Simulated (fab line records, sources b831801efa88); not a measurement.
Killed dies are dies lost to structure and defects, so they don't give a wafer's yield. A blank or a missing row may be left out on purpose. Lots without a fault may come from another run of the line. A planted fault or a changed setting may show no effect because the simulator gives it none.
fab line records | flow sfq_line
record lots=7 wafers=21 last_day=83
route steps=325 shown I3@144 M4@148
lots that met no fault: from a run of the same line without faults
start_h: hours from the record's first day to the start of the lot's first wafer shown | wait_h: hours since the lot's step before | " the same as in the row above | L1.1+2: a row that stands for several wafers | - no value, or no start given | * or withheld: withheld | < > ~ a bound
route shown NAME@n: a module of which the file shows steps, and the number in the route of the first | usual: mean/standard deviation of fault-free wafers | same: alike in all rows | chamber/n: place in a boat | sites: the reading at each site | _std_site: their standard deviation | _edge_site: outer sites' mean less inner sites' | radius_mm: how far each site lies from the wafer's centre | mask NAME#n: copy n | behind: the tool/chamber that last shaped the wafer | hold: why the lot was held/for how many hours/how that ended | device: the transistor (n, p or np) that didn't switch | end of line: the same wafers' tests at the end of the route | a step without rows: its recipe alone | killed: dies lost to structure and defects at the first sort, not the wafer's yield | map: a wafer's dies, x killed, . not, _ none there
set.NAME: the setting as run; set.NAME@STEP: as run at that earlier step | model.NAME: the simulator's own value behind a step, which no gauge read
lots at some steps of the route; a table a step, a row a wafer
services: from which hour (start_h, from the record's first day; less than 0 if before it) a tool's chamber was out of use, for how many hours, and why
## steps
# step SFQ_TRILAYER_I3_VIA_BARC_OPEN_VIA_ETCH_121
# recipe mask_material=PR chemistry=O2 target_depth_nm=125 target=BARC source_w=500 bias_w=80 pressure_mtorr=30 time_s=41.7
# usual drypump_motor_current_A=5.6/0.43 oes_product_au=0.685/0.0048
# columns lot.wafer tool chamber start_h wait_h drypump_motor_current_A oes_product_au rf_hours_counter_h
L771.1 rie_diel-01 1 817.61 0.0 5.8 0.681 13
L771.3 " 0 " " 5.8 0.685 16
L771.4 " 2 " " 5.7 0.679 38
L773.4 rie_diel-02 3 829.61 0.0 5.3 0.694 17
L773.5 " 2 " " 5.6 0.681 -
L773.6 " 3 " " 5.3 0.694 -
L780.2 rie_diel-01 2 952.57 0.0 5.7 0.680 2
L780.4 " 3 " " 5.1 0.681 5
L780.6 " 2 " " 5.7 0.690 -
L783.2 rie_diel-02 2 981.55 0.0 5.6 0.687 15
L783.3 " 1 " " 5.1 0.677 8
L783.4 " 2 " " 5.6 0.690 -
L784.4 rie_diel-04 1 982.75 0.0 4.8 0.689 14
L784.5 " 0 " " 6.1 0.683 -
L784.6 " 3 " " 5.6 0.691 -
L785.1 rie_diel-01 2 990.95 0.0 5.7 0.680 2
L785.2 " 3 " " 5.2 0.687 6
L785.5 " 2 " " 5.7 0.679 -
L793.1 rie_diel-02 2 1049.87 0.0 5.6 0.687 17
L793.2 " 3 " " 5.3 0.675 21
L793.3 " 1 " " 5.1 0.695 10
# step SFQ_TRILAYER_I3_VIA_ETCH_VIA_ETCH_088
# recipe target=SiO2 stop_on=Nb mask_material=PR taper_deg=20 chemistry=CHF3 target_depth_nm=260 source_w=500 bias_w=80 pressure_mtorr=30 time_s=withheld
# usual drypump_motor_current_A=5.6/0.43 oes_product_au=0.855/0.0054
# columns lot.wafer tool chamber start_h wait_h drypump_motor_current_A oes_product_au
L771.1 rie_diel-01 1 817.65 0.0 5.8 0.857
L771.3 " 0 " " 5.9 0.856
L771.4 " 2 " " 5.7 0.850
L773.4 rie_diel-02 3 829.65 0.0 5.3 0.855
L773.5 " 2 " " 5.5 0.857
L773.6 " 3 " " 5.3 0.850
L780.2 rie_diel-01 2 952.61 0.0 5.6 0.857
L780.4 " 3 " " 5.1 0.850
L780.6 " 2 " " 5.7 0.859
L783.2 rie_diel-02 2 981.59 0.0 5.6 0.865
L783.3 " 1 " " 5.1 0.853
L783.4 " 2 " " 5.6 0.860
L784.4 rie_diel-04 1 982.79 0.0 4.8 0.856
L784.5 " 0 " " 6.1 0.847
L784.6 " 3 " " 5.6 0.850
L785.1 rie_diel-01 2 990.99 0.0 5.7 0.857
L785.2 " 3 " " 5.1 0.851
L785.5 " 2 " " 5.7 0.842
L793.1 rie_diel-02 2 1049.91 0.0 5.6 0.861
L793.2 " 3 " " 5.3 0.860
L793.3 " 1 " " 5.1 0.856
# step SFQ_TRILAYER_I3_VIA_STRIP_STRIP_089
# recipe gas=O2 power_w=200 platen_temp_c=40 overash_fraction=0.65 chemistry=O2 pressure_mtorr=50
# usual drypump_motor_current_A=5.8/0.47 oes_product_au=0.998/0.0086 platen_temp_c=40.01/0.12
# columns lot.wafer tool chamber start_h wait_h drypump_motor_current_A oes_product_au platen_temp_c rf_hours_counter_h
L771.1 rie_metal-04 1 817.76 - 5.3 0.999 40.02 78
L771.3 " 0 " " 6.2 1.000 39.93 -
L771.4 " 1 " " 5.3 1.006 39.98 -
L773.4 rie_metal-04 0 829.96 - 6.2 0.993 40.27 -
L773.5 " 1 " " 5.3 1.011 40.02 -
L773.6 " 0 " " 6.2 0.996 40.31 -
L780.2 rie_metal-01 0 952.72 - 5.3 0.995 40.12 1
L780.4 " 1 " " 5.7 0.989 40.13 -
L780.6 " 1 " " 5.7 1.001 40.18 -
L783.2 rie_metal-04 0 981.70 - 6.2 0.991 39.80 95
L783.3 " 1 " " 5.3 1.005 40.06 -
L783.4 " 0 " " 6.2 0.997 39.90 -
L784.4 rie_metal-04 1 983.10 - 5.3 1.002 39.99 -
L784.5 " 0 " " 6.2 1.002 40.16 -
L784.6 " 1 " " 5.3 1.009 39.97 -
L785.1 rie_metal-04 1 991.10 - 5.3 0.997 39.99 102
L785.2 " 1 " " 5.3 1.008 40.02 -
L785.5 " 1 " " 5.3 1.008 39.98 -
L793.1 rie_metal-02 0 1050.03 - 6.6 0.998 40.21 62
L793.2 " 1 " " 6.0 0.999 40.01 109
L793.3 " 0 " " 6.6 1.001 40.14 -
# step SFQ_TRILAYER_I3_VIA_STRIP_SOLV_CLEAN_090
# recipe chemistry=NMP temp_c=70 time_s=600
# step SFQ_TRILAYER_M4_DEP_PRE_CLEAN_092
# recipe gas=Ar time_s=22.5 bias_v=250
# step SFQ_TRILAYER_M4_DEP_SPUTTER_091
# recipe material=Nb base_pressure_pa=1.33e-06 chamber_pressure_pa=0.1333 substrate_temp_c=20 resputter_cathode_voltage_v=400 target_thk_nm=200 power_w=2000 time_s=133.3
# usual throttle_valve_pct=30.0/1.1
# columns lot.wafer tool chamber start_h wait_h throttle_valve_pct
L771.1 pvd_sputter-06 - 818.57 0.0 29.4
L771.3 " - " " 29.4
L771.4 " - " " 29.3
L773.4 pvd_sputter-06 - 830.57 0.0 28.8
L773.5 " - " " 29.6
L773.6 " - " " 29.4
L780.2 pvd_sputter-03 - 953.53 0.0 31.7
L780.4 " - " " 30.4
L780.6 " - " " 29.2
L783.2 pvd_sputter-05 - 982.51 0.0 31.3
L783.3 " - " " 29.9
L783.4 " - " " 28.3
L784.4 pvd_sputter-03 - 983.71 0.0 29.1
L784.5 " - " " 29.0
L784.6 " - " " 29.4
L785.1 pvd_sputter-06 - 992.51 0.0 28.9
L785.2 " - " " 29.1
L785.5 " - " " 29.3
L793.1 pvd_sputter-03 - 1050.83 0.0 31.6
L793.2 " - " " 29.3
L793.3 " - " " 28.8
# step SFQ_M4_RS_MEAS_924
# recipe thk_meas_gauge=four-point-probe reads=Nb_of_TRILAYER_M4_DEP_SPUTTER_091
# usual M4_NB_RS=0.892/0.0074
# columns lot.wafer tool chamber start_h wait_h M4_NB_RS[ohm/sq]
L771.1 film_metro-02 - 818.67 0.0 0.886
L771.3 " - " " 0.896
L771.4 " - " " 0.885
L773.4 film_metro-01 - 830.72 0.1 0.889
L773.5 " - " " 0.892
L773.6 " - " " 0.897
L780.2 film_metro-01 - 953.64 0.1 0.891
L780.4 " - " " 0.882
L780.6 " - " " 0.897
L783.2 film_metro-02 - 982.62 0.1 0.889
L783.3 " - " " 0.891
L783.4 " - " " 0.892
L784.4 film_metro-01 - 983.86 0.1 0.910
L784.5 " - " " 0.905
L784.6 " - " " 0.909
L785.1 film_metro-02 - 992.60 0.0 0.906
L785.2 " - " " 0.901
L785.5 " - " " 0.895
L793.1 film_metro-01 - 1050.92 0.0 0.886
L793.2 " - " " 0.889
L793.3 " - " " 0.891
# step SFQ_TRILAYER_M4_LITHO_COAT_098
# recipe resist=BARC spin_rpm=3000 resist_thk_nm=62
# step SFQ_TRILAYER_M4_LITHO_COAT_093
# recipe resist=KrF spin_rpm=3000 resist_thk_nm=600
# step SFQ_TRILAYER_M4_LITHO_SOFTBAKE_097
# recipe temp_c=withheld time_s=withheld resist=KrF
# step SFQ_TRILAYER_M4_LITHO_EXPOSE_094
# recipe mask_id=M4 na=0.6 source_shape=conventional sigma_outer=0.65 target_cd_nm=500 dose_mj=14.4
# step SFQ_TRILAYER_M4_LITHO_PEB_096
# recipe peb_temp_c=115 peb_time_s=60 resist=KrF
# usual heater_power_total_W=79.14/0.074
# columns lot.wafer tool chamber start_h wait_h heater_power_total_W
L771.1 litho_track-01 0 958.23 1.0 79.07
L771.3 " 0 " " 79.04
L771.4 " 0 " " 79.09
L773.4 litho_track-01 0 969.79 0.5 79.05
L773.5 " 0 " " 79.08
L773.6 " 0 " " 79.17
L780.2 litho_track-04 0 1102.21 0.8 79.21
L780.4 " 0 " " 79.15
L780.6 " 0 " " 79.10
L783.2 litho_track-04 0 1119.01 0.8 79.06
L783.3 " 0 " " 79.14
L783.4 " 0 " " 86.16
L784.4 litho_track-04 0 1121.46 0.5 86.05
L784.5 " 0 " " 79.08
L784.6 " 0 " " 79.06
L785.1 litho_track-04 0 1134.73 1.0 86.09
L785.2 " 0 " " 79.05
L785.5 " 0 " " 79.16
L793.1 litho_track-01 0 1198.38 1.0 79.13
L793.2 " 0 " " 79.15
L793.3 " 0 " " 79.23
# step SFQ_TRILAYER_M4_LITHO_DEVELOP_095
# recipe time_s=60 resist=KrF
# step SFQ_M4_OVL_MEAS_926
# usual M4_OVL=3/4.7
# columns lot.wafer tool chamber start_h wait_h M4_OVL[nm]
L771.1 overlay-01 - 958.53 0.1 1
L771.3 " - " " 7
L771.4 " - " " 3
L773.4 overlay-01 - 970.03 0.1 -9
L773.5 " - " " -4
L773.6 " - " " -4
L780.2 overlay-02 - 1102.49 0.1 5
L780.4 " - " " 11
L780.6 " - " " 9
L783.2 overlay-02 - 1119.29 0.1 3
L783.3 " - " " 10
L783.4 " - " " 6
L784.4 overlay-01 - 1121.70 0.1 -5
L784.5 " - " " 0
L784.6 " - " " 0
L785.1 overlay-02 - 1135.03 0.1 3
L785.2 " - " " 3
L785.5 " - " " 4
L793.1 overlay-01 - 1198.68 0.1 3
L793.2 " - " " 2
L793.3 " - " " 5
# step SFQ_TRILAYER_M4_BARC_OPEN_METAL_ETCH_123
# recipe mask_material=PR chemistry=O2 target_depth_nm=125 target=BARC icp_w=600 bias_w=80 pressure_mtorr=10 time_s=41.7
# usual drypump_motor_current_A=5.6/0.42 oes_product_au=0.685/0.0051
# columns lot.wafer tool chamber start_h wait_h drypump_motor_current_A oes_product_au rf_hours_counter_h model.M4.cd_nm
L771.1 rie_metal-04 1 958.57 0.0 5.3 0.695 96 501
L771.3 " 1 " " 5.3 0.694 - 499.7
L771.4 " 0 " " 6.2 0.680 - 501
L773.4 rie_metal-01 1 970.07 0.0 5.7 0.680 - 499.8
L773.5 " 1 " " 5.6 0.684 - 499.1
L773.6 " 0 " " 5.3 0.682 - 499.4
L780.2 rie_metal-03 1 1102.52 0.0 5.0 0.680 76 501.9
L780.4 " 0 " " 6.0 0.682 - 500.2
L780.6 " 0 " " 6.0 0.683 - 501.8
L783.2 rie_metal-04 1 1119.32 0.0 5.3 0.682 121 498.9
L783.3 " 0 " " 6.2 0.685 - 500
L783.4 " 1 " " 5.3 0.680 - 541.1
L784.4 rie_metal-01 0 1121.78 0.1 5.3 0.680 - 540.4
L784.5 " 0 " " 5.3 0.678 - 501.1
L784.6 " 0 " " 5.3 0.680 - 500
L785.1 rie_metal-04 0 1135.07 0.0 6.2 0.688 114 540
L785.2 " 1 " " 5.3 0.687 123 500.6
L785.5 " 1 " " 5.3 0.684 - 501.8
L793.1 rie_metal-03 0 1198.72 0.0 6.0 0.685 7 502.3
L793.2 " 1 " " 5.0 0.679 89 501
L793.3 " 1 " " 5.0 0.682 - 501.4
# step SFQ_TRILAYER_M4_ETCH_METAL_ETCH_096
# recipe target=Nb stop_on=SiO2 mask_material=PR chemistry=Cl2/Ar target_depth_nm=240 icp_w=600 bias_w=80 pressure_mtorr=10 time_s=120
# usual drypump_motor_current_A=5.6/0.42 oes_product_au=0.893/0.0065
# columns lot.wafer tool chamber start_h wait_h drypump_motor_current_A oes_product_au rf_hours_counter_h model.M4.cd_nm
L771.1 rie_metal-04 1 958.63 0.0 5.3 0.890 96 500
L771.3 " 1 " " 5.3 0.890 - 499.1
L771.4 " 0 " " 6.2 0.906 - 499.7
L773.4 rie_metal-01 1 970.15 0.1 5.7 0.899 - 498.6
L773.5 " 1 " " 5.7 0.896 - 498.8
L773.6 " 0 " " 5.3 0.891 - 498.9
L780.2 rie_metal-03 1 1102.58 0.0 5.0 0.894 76 502.2
L780.4 " 0 " " 5.9 0.901 - 500.1
L780.6 " 0 " " 6.0 0.883 - 502.7
L783.2 rie_metal-04 1 1119.38 0.0 5.3 0.908 121 499.8
L783.3 " 0 " " 6.2 0.884 - 499.7
L783.4 " 1 " " 5.3 0.898 - 541.9
L784.4 rie_metal-01 0 1121.96 0.2 5.3 0.882 - 540.5
L784.5 " 0 " " 5.3 0.888 - 501.9
L784.6 " 0 " " 5.3 0.886 - 500.3
L785.1 rie_metal-04 0 1135.13 0.0 6.2 0.885 114 538.6
L785.2 " 1 " " 5.3 0.887 123 500.5
L785.5 " 1 " " 5.3 0.886 - 501.9
L793.1 rie_metal-03 0 1198.78 0.0 6.0 0.898 7 502.1
L793.2 " 1 " " 5.0 0.898 89 499.9
L793.3 " 1 " " 5.0 0.888 - 499.5
# step SFQ_TRILAYER_M4_STRIP_STRIP_097
# recipe gas=O2 power_w=200 platen_temp_c=40 overash_fraction=0.65 chemistry=O2 pressure_mtorr=50
# usual drypump_motor_current_A=5.6/0.42 oes_product_au=0.999/0.0074 platen_temp_c=40.01/0.1
# columns lot.wafer tool chamber start_h wait_h drypump_motor_current_A oes_product_au platen_temp_c rf_hours_counter_h
L771.1 rie_metal-04 1 958.75 0.1 5.3 1.009 40.16 96
L771.3 " 1 " " 5.3 1.009 40.19 -
L771.4 " 0 " " 6.2 0.993 39.82 -
L773.4 rie_metal-01 1 970.43 0.2 5.7 0.996 40.14 -
L773.5 " 1 " " 5.7 0.993 39.98 -
L773.6 " 0 " " 5.3 0.988 40.15 -
L780.2 rie_metal-03 1 1102.70 0.1 5.0 0.993 39.94 76
L780.4 " 0 " " 6.0 1.000 40.12 -
L780.6 " 0 " " 6.0 1.016 40.09 -
L783.2 rie_metal-04 1 1119.50 0.1 5.3 1.012 40.02 121
L783.3 " 0 " " 6.2 0.998 40.11 -
L783.4 " 1 " " 5.3 1.007 39.95 -
L784.4 rie_metal-01 0 1122.69 0.7 5.3 0.994 40.15 -
L784.5 " 0 " " 5.3 0.999 40.13 -
L784.6 " 0 " " 5.3 0.983 40.06 -
L785.1 rie_metal-04 0 1135.25 0.1 6.2 0.997 39.95 114
L785.2 " 1 " " 5.3 0.995 40.10 123
L785.5 " 1 " " 5.3 1.000 40.04 -
L793.1 rie_metal-03 0 1198.90 0.1 6.0 1.011 39.93 7
L793.2 " 1 " " 5.0 1.001 39.86 90
L793.3 " 1 " " 5.0 0.999 39.94 -
## services
# columns tool chamber start_h hours kind
rie_diel-01 - 827.51 14.6 pm
pvd_sputter-03 - 839.42 13.2 repair
rie_diel-02 0 860.31 4.4 repair
rie_diel-01 3 923.86 16.6 repair
pvd_sputter-06 - 931.23 8.2 repair
rie_metal-03 - 953.10 2.8 pm
rie_metal-04 - 954.34 0.5 repair
pvd_sputter-03 - 968.75 3.4 repair
rie_metal-04 - 969.99 4.4 repair
rie_diel-02 3 977.38 5.6 repair
rie_metal-04 0 985.08 21.4 repair
rie_diel-02 2 988.02 7.2 repair
rie_diel-02 - 1058.33 0.7 repair
pvd_sputter-06 - 1059.35 2.2 repair
pvd_sputter-06 - 1072.06 0.7 repair
rie_metal-01 1 1072.21 14.3 repair
rie_diel-01 2 1084.83 2.4 repair
rie_metal-01 - 1101.60 1.4 pm
rie_diel-01 - 1106.14 2.8 pm
rie_metal-01 1 1114.51 17.4 repair
rie_diel-02 3 1137.98 2.3 repair
rie_diel-02 3 1152.37 1.6 repair
rie_diel-01 1 1175.30 4.2 repair
rie_diel-01 1 1185.89 7.9 repair
## key
first_sign step=SFQ_TRILAYER_M4_LITHO_PEB_096 reading=heater_power_total_W direction=up sigmas=94 usual=79.14 struck=86.10
effect none on later readings
model_effect step=SFQ_TRILAYER_M4_BARC_OPEN_METAL_ETCH_123 value=M4.cd_nm without=500.3 struck=540.5
model_effect step=SFQ_TRILAYER_M4_ETCH_METAL_ETCH_096 value=M4.cd_nm without=500.1 struck=540.3
met_at SFQ_TRILAYER_M4_LITHO_PEB_096
struck_wafers L783.4,L784.4,L785.1
onset_between 1102.21 1119.01
fault kind=process_parameter_drift tool=litho_track-04 chamber=- onset_h=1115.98 steps=SFQ_TRILAYER_M4_LITHO_PEB_096 channel=peb_time_s offset=* shape=step end_h=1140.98 scope=struck_wafers_only acts_in=* stated=*
